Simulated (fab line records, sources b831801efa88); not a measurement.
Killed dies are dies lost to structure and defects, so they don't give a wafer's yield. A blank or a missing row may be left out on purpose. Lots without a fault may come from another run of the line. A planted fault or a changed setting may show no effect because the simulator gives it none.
One fault seen from 2 desks | flow gf180mcu | each desk has only its own numbers; what lay behind them comes last

THE METROLOGY DESK
What the gauges read, lot by lot, whatever tool the lot ran on: means of the sampled wafers that have a number. A lot is out of limits, marked OUT, if its mean lies more than 4 standard deviations from the usual mean; the brackets give that distance.
Columns: A = CONTACT_OVL at GF_CONTACT_OVL_MEAS_15, usual 0 nm; B = M1_ALCU_RS at GF_M1_RS_MEAS_05, usual 0.0696 ohm/sq
lot  | first seen here | A  | B
L564 | day 16 01:19    | 7  | 0.0700
L565 | day 16 07:13    | 0  | 0.0690
L568 | day 17 18:40    | 8  | 0.0684
L571 | day 18 23:24    | -3 | 0.0691
L572 | day 19 02:28    | -5 | 0.0686
L573 | day 19 08:08    | 3  | 0.0700
L574 | day 19 18:17    | -1 | 0.0694
L580 | day 21 23:08    | -1 | 0.0694
L581 | day 22 08:23    | -7 | 0.0691
L582 | day 22 17:00    | -1 | 0.0698
L583 | day 22 21:07    | 0  | 0.0692
L585 | day 23 18:20    | 9  | 0.0703
L586 | day 24 00:09    | -3 | 0.0705
This desk's finding: nothing out of limits on any of the 13 lots.

THE TOOL OWNER'S DESK: litho_track-04
The tool's own readings at GF_M1_SOFTBAKE_10 (time 60 s): means of the sampled wafers that have a number, for each lot that ran on this tool. A lot is out of limits, marked OUT, if its mean lies more than 4 standard deviations from the usual mean; the brackets give that distance.
Columns: A = run_length_s at GF_M1_SOFTBAKE_10, usual 89.07 s
lot  | first seen here | A
L571 | day 19 12:17    | 89.03
L580 | day 22 12:11    | 91.80 (+20) OUT
L581 | day 22 21:50    | 91.82 (+20) OUT
This desk's finding: out of limits on L580, L581; first on L580, day 22 12:11 (run_length_s at GF_M1_SOFTBAKE_10). In limits: L571.

PUT TOGETHER
The tool owner's desk could have raised an alarm at day 22 12:11, on L580, L581.
The metrology desk saw nothing out of limits.
The metrology desk has L580, L581 on record, within its limits.
Of the lots named, all ran GF_M1_SOFTBAKE_10 on litho_track-04.

WHAT THE SIMULATOR HAD PUT IN
Process parameter drift: litho_track-04, from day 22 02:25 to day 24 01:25, at GF_M1_SOFTBAKE_10. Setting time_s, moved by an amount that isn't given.
Lots struck among those shown: L580, L581.
Hours from the fault's start to each desk's first reading out of limits: the tool owner's desk, 10.
